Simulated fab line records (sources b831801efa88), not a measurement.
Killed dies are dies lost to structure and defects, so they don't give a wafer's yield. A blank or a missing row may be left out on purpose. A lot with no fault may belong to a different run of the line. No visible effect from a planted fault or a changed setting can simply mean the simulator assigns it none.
Struck lot and sound lot, side by side -- flow gf180mcu -- 18 steps out of a route of 602
Sound: wafers L121.3, L121.5, L121.6. Struck: wafers L110.2, L110.3 (left out: L110.5, a lot-mate that was not struck); the cause follows at the end.
Per side, at each step with rows, come the tool, then ch with its chambers, and then its first start. Under that, the readings that differ: sound wafers -- struck wafers -- difference of the means -- sigmas: that difference in standard deviations of wafers without a fault.
alike: same words and numbers on both sides, and readings whose means sit less than 2 such deviations apart. not compared: any withheld reading, any reading some wafer has no value for, any bound like >300 that may hide the same value, and any number with overlapping values for which the record gives no deviation.
The two part at a step that has a row with sigmas, a row that says differs or no value, or rows on one side only. Non-overlapping numbers with no deviation appear without sigmas and do not part them. A reading missing from all wafers of one side parts the sides only when that side holds two or more wafers.

first, 3 steps without rows for these wafers: GF_V5_EXPOSE_11 (exposes mask Via5, target cd 260 nm); GF_V5_PEB_12 (peb time 90 s); GF_V5_DEVELOP_13 (develop time 60 s).
GF_V5_CD_MEAS_14 targets a cd of 260 nm.
  sound on cd-sem-02, day 32 00:39; struck on cd-sem-01, day 29 11:47
  alike: cd-nm
GF_V5_OVL_MEAS_15:
  sound on overlay-02, day 32 00:44; struck on overlay-01, day 29 11:53
  alike: V5_OVL
GF_V5_ETCH_16: etches BARC in N2/H2.
  sound on rie-diel-02 ch 0,1,2, day 32 00:46; struck on rie-diel-01 ch 1,3, day 29 11:55
  alike: drypump-motor-current-A, oes-product-au, throttle-valve-pct
GF_V5_ETCH_17: etches SiO2 in C4F8/O2/Ar, stops on TiN, target depth 855 nm.
  sound: rie-diel-02 ch 0,1,2; struck: rie-diel-01 ch 1,3
  alike: oes-product-au
GF_V5_STRIP_18: strips in O2/N2.
  sound on plasma-asher-01 ch 0,1, day 32 00:57; struck on plasma-asher-04 ch 0, day 29 12:04
reading,sound,struck,difference,sigmas
drypump-motor-current-A (A),6.8 5.7 6.8,5.5 5.5,-0.9,-2
  alike: heater-power-w, oes-product-au
  not compared: rf-hours-counter-h
then, 2 steps without rows for these wafers: GF_V5_STRIP_19 (strips in post etch residue remover, time 1200 s); GF_V5_CLEAN_20 (cleans in DIW).
GF_V5_SPUTTER_21: material Ti, target thk 15 nm, time 80.02 s.
  sound on pvd-sputter-03, day 32 01:27; struck on pvd-sputter-03, day 29 12:43
  alike: cathode-dc-power-W, throttle-valve-pct
GF_V5_SPUTTER_22: material TiN, target thk 10 nm, time 40 s.
  sound on pvd-sputter-03, day 32 01:31; struck on pvd-sputter-03, day 29 12:46
  alike: cathode-dc-power-W, throttle-valve-pct
GF_V5_CVD_23: deposits W, target thk 350 nm, time 104.9 s.
  sound on cvd-w-02 ch 0, day 32 01:38; struck on cvd-w-01 ch 1, day 29 12:49
reading,sound,struck,difference,sigmas
model.W_of_V5_CVD_23.thk-nm (nm),341.8 342.7 342.4,234.1 232.4,-109.1,
  alike: chamber-pressure-Torr, heater-power-w
GF_V5_RS_MEAS_24: measures by four-point-probe.
  sound on film-metro-04, day 32 01:49; struck on film-metro-04, day 29 12:56
reading,sound,struck,difference,sigmas
V5_W_RS (ohm/sq),0.336 0.335 0.335,0.493 0.496,+0.159,+47
GF_V5_THK_MEAS_25: measures by xrf.
  sound on film-metro-04, day 32 01:55; struck on film-metro-04, day 29 13:03
reading,sound,struck,difference,sigmas
V5_W_THK (nm),335 334 335,230 228,-106,-18
GF_V5_CMP_26: polishes, stops on SiO2, t overpolish 15 s, target thk 0 nm.
  sound on cmp-01 ch 2,3, day 32 02:01; struck on cmp-01 ch 1,2, day 29 13:09
reading,sound,struck,difference,sigmas
time-to-endpoint-s (s),73 85 77,61 60,-18,-4
  alike: edge-zone-pressure-frac, motor-current-A
then, 1 step without rows for these wafers: GF_TOP_METAL_SPUTTER_00 (material Ti, target thk 37.5 nm, time 150 s).
GF_PASSIVATION_PROBE_99:
  record: rows for the struck wafers here (prober-02, day 31 04:59), none for the sound ones

## WHERE THEY PART
Earliest at GF_V5_STRIP_18; latest, in this record, at GF_PASSIVATION_PROBE_99.

WHY: what the simulator had put in
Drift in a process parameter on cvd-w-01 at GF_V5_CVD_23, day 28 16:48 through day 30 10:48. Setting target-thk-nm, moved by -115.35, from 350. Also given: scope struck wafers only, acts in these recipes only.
